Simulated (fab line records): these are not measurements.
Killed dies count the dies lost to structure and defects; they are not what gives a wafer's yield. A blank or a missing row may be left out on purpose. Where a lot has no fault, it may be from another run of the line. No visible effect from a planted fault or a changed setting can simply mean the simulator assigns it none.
Chamber matching | flow gf180mcu | GF_V1_CVD_00 on hdpcvd-01 has 3 sister chambers
The step deposits SiO2, target thk 600 nm, time 100 s. 14 wafers are shown with their chamber, then 7 later ones without.

WAFERS PAIRED WITH THEIR CHAMBERS
wafer  | chamber | run-length-s (s) | pressure-mtorr (mTorr)
L517.2 | 0       | 127.9            | 6.015
L517.5 | 2       | 127.8            | 6.020
L517.6 | 1       | 128.3            | 6.002
L519.1 | 1       | 128.0            | 6.010
L519.4 | 2       | 127.8            | 6.015
L519.5 | 0       | 128.8            | 6.003
L523.1 | 1       | 128.6            | 6.012
L523.3 | 0       | 127.7            | 5.998
L523.5 | 2       | 127.9            | 6.002
L526.3 | 1       | 128.6            | 5.992
L526.4 | 0       | 128.2            | 5.985
L526.6 | 2       | 127.7            | 6.007
L532.1 | 2       | 127.5            | 6.029
L532.3 | 0       | 127.8            | 5.985

SIGNATURES (means of the wafers above)
reading        | chamber 0 | chamber 1 | chamber 2 | scatter within a chamber
run-length-s   | 128.080   | 128.375   | 127.740   | 0.32
pressure-mtorr | 5.99720   | 6.00400   | 6.01460   | 0.0111
Rule: for each reading, subtract the chamber's mean from the wafer's reading, divide by that reading's scatter and square the result; add these up over the readings and take the root, which gives the wafer's distance from the chamber. If the next closest chamber is less than 2 further off than the closest, the wafer can't be placed; otherwise it belongs to the closest. The scatter is the square root of a quotient: the sum, over the shown wafers, of each reading's squared deviation from its chamber's mean, divided by wafers minus chambers.

WAFERS WITH NO CHAMBER GIVEN
wafer  | run-length-s (s) | pressure-mtorr (mTorr)
L532.5 | 128.3            | 5.999
L537.3 | 128.4            | 6.007
L537.4 | 127.8            | 6.007
L537.5 | 128.6            | 6.009
L538.2 | 128.4            | 5.988
L538.3 | 128.2            | 5.985
L538.5 | 127.5            | 5.993

EACH ONE'S CHAMBER
wafer  | from the rows above          | in truth
L532.5 | can't be placed: 1 or 0 or 2 | 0
L537.3 | can't be placed: 1 or 0 or 2 | 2
L537.4 | can't be placed: 2 or 0 or 1 | 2
L537.5 | can't be placed: 1 or 0 or 2 | 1
L538.2 | can't be placed: 0 or 1 or 2 | 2
L538.3 | can't be placed: 0 or 1 or 2 | 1
L538.5 | can't be placed: 0 or 2 or 1 | 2
0 of 7 placed correctly. These rows do not allow placing 7 (true chamber among the candidates in 7). Number placed wrongly: 0.
